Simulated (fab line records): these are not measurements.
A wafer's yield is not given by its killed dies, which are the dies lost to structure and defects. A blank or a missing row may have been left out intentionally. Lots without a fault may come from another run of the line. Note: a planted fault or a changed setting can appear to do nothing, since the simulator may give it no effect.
The same fault as seen by 2 desks    flow gf180mcu    numbers are kept per desk, each desk with only its own; the story behind them comes last

## TOOL OWNER'S DESK, lithoTrack-02
The tool's own readings at GF_M5_HMDS_01 (prime time 60 s): means of the sampled wafers that have a number, for each lot that ran on this tool. The brackets show how far a lot's mean lies from the usual mean; more than 4 standard deviations puts the lot out of limits, marked OUT.
Columns: A = primeTempC at GF_M5_HMDS_01, usual 119.99 C
lot   first seen here  A
L378  day 26 13:02     119.82
L387  day 29 18:49     119.78
L390  day 30 10:44     118.29 (-11) OUT
L392  day 31 03:08     118.20 (-12) OUT
This desk's finding: out of limits on L390, L392; first on L390, day 30 10:44 (primeTempC at GF_M5_HMDS_01). L378, L387: within limits.

## METROLOGY DESK
Means of the sampled wafers that have a number, per lot and without regard to the tool the lot ran on: this is what the gauges read. The brackets show how far a lot's mean lies from the usual mean; more than 4 standard deviations puts the lot out of limits, marked OUT.
Columns: A = MIM_ALCU_RS at GF_MIM_RS_MEAS_10, usual 0.1596 ohm/sq
lot   first seen here  A
L377  day 25 00:45     0.1561
L378  day 25 05:34     0.1622
L382  day 26 22:46     0.1591
L383  day 27 17:23     0.1584
L384  day 27 20:47     0.1608
L387  day 28 15:04     0.1585
L390  day 29 08:11     0.1585
L392  day 30 00:48     0.1613
L395  day 30 14:49     0.1578
L394  day 30 16:13     0.1609
L396  day 30 23:22     0.1627
L397  day 31 01:53     0.1604
L398  day 31 08:29     0.1599
This desk's finding: nothing out of limits on any of the 13 lots.

## BROUGHT TOGETHER
The tool owner's desk had the chance to raise an alarm at day 30 10:44 on L390, L392.
Nothing out of limits was seen by the metrology desk.
The metrology desk has L390, L392 on record, within its limits.
On lithoTrack-02, each named lot ran GF_M5_HMDS_01.

## WHAT THE SIMULATOR PUT IN
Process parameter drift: lithoTrack-02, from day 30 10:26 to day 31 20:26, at GF_M5_HMDS_01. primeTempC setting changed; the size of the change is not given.
Struck lots among those shown: L390, L392.
Time in hours from fault onset to the first out-of-limits reading at each desk: the tool owner's desk, 0.
